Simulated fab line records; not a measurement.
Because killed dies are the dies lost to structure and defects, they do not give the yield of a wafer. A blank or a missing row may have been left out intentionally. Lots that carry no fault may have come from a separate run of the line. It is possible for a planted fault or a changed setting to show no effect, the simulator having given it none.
A struck lot beside a sound one / flow gf180mcu / 14 out of 602 route steps
Sound: these wafers, L223.3, L223.5, L223.6. The struck wafers were L219.1, L219.2, L219.4. The cause comes at the end.
Order at every step that has rows: each side's tool, ch and its chambers, its first start. Under that, the readings that differ: sound wafers / struck wafers / difference of the means / sigmas: that difference in standard deviations of wafers without a fault.
alike: words and numbers the same on both sides, and readings whose means are apart by under 2 such deviations; not compared: readings that were withheld, readings missing a value for some wafer, numbers with overlapping values and no deviation given by the record, and bounds like >300 which may hide the same value.
Wherever a step has rows on one side only, a row that says differs or no value, or a row with sigmas, the two part there. Numbers that have no deviation but don't overlap get no sigmas and don't part them. A reading missing from all wafers of one side parts the sides only when that side holds two or more wafers.

GF_POLY_GATE_ETCH_12: etches BARC in N2/H2.
  sound on rie diel-04 ch 2,3, day 15 15:53; struck on rie diel-02 ch 1,2,3, day 14 10:35
  alike: drypump motor current A, oes product au, rf fwd power W, throttle valve pct
GF_POLY_GATE_ETCH_13: etches poly-Si in HBr/Cl2, stops on SiO2, target depth 198.5 nm, time 69.6 s.
  sound on rie si-01 ch 0,1,3, day 15 15:56; struck on rie si-01 ch 1,2,3, day 14 10:38
  alike: drypump motor current A, oes product au, rf fwd power W, throttle valve pct
  not compared: rf hours counter h
GF_POLY_GATE_STRIP_14: strips in O2/N2.
  sound on plasma asher-04 ch 0,1, day 15 16:01; struck on plasma asher-02 ch 0,1, day 14 10:41
  alike: drypump motor current A, heater power w, oes product au
  not compared: rf hours counter h
then, 2 steps without rows for these wafers: GF_POLY_GATE_CLEAN_15 (cleans in SC1/SC2, time 150 s); GF_POLY_GATE_OXIDATION_16 (stabilise 600 s, purge 300 s, target thk 4 nm).
GF_POLY_GATE_THK_MEAS_17:
  sound: film metro-03 at day 15 17:27; struck: film metro-04 at day 14 12:49
reading=POLY_GATE_OXIDATION_THK (nm); sound=3.91 3.92 3.98; struck=4.06 4.12 4.07; difference=+0.15; sigmas=+2
GF_POLY_GATE_CD_MEAS_18:
  sound: cd sem-02 at day 15 17:33; struck: cd sem-01 at day 14 12:53
  alike: cd nm
then, 5 steps without rows for these wafers: GF_HV_LDD_DEHYDRATE_00 (time 60 s); GF_HV_LDD_HMDS_01 (prime time 60 s); GF_HV_LDD_COAT_02 (resist thk 1000 nm); GF_HV_LDD_SOFTBAKE_03 (time 60 s); GF_HV_LDD_EXPOSE_04 (exposes mask Nplus LV AREA, target cd 400 nm).
GF_HV_LDD_PEB_05:
  struck on litho track-02, day 15 09:43; sound on litho track-02 ch 0, day 16 14:46
reading=exhaust pa (Pa); sound=44.3 43.2 43.8; struck=- - -; difference=no value on the struck wafers; sigmas=
  not compared: chill plate temp C
then, 1 step without rows for these wafers: GF_HV_LDD_DEVELOP_06 (develop time 60 s).

## WHERE THEY PART
At GF_POLY_GATE_THK_MEAS_17 first; at GF_HV_LDD_PEB_05 last (within this record only).

WHY: what the simulator had put in
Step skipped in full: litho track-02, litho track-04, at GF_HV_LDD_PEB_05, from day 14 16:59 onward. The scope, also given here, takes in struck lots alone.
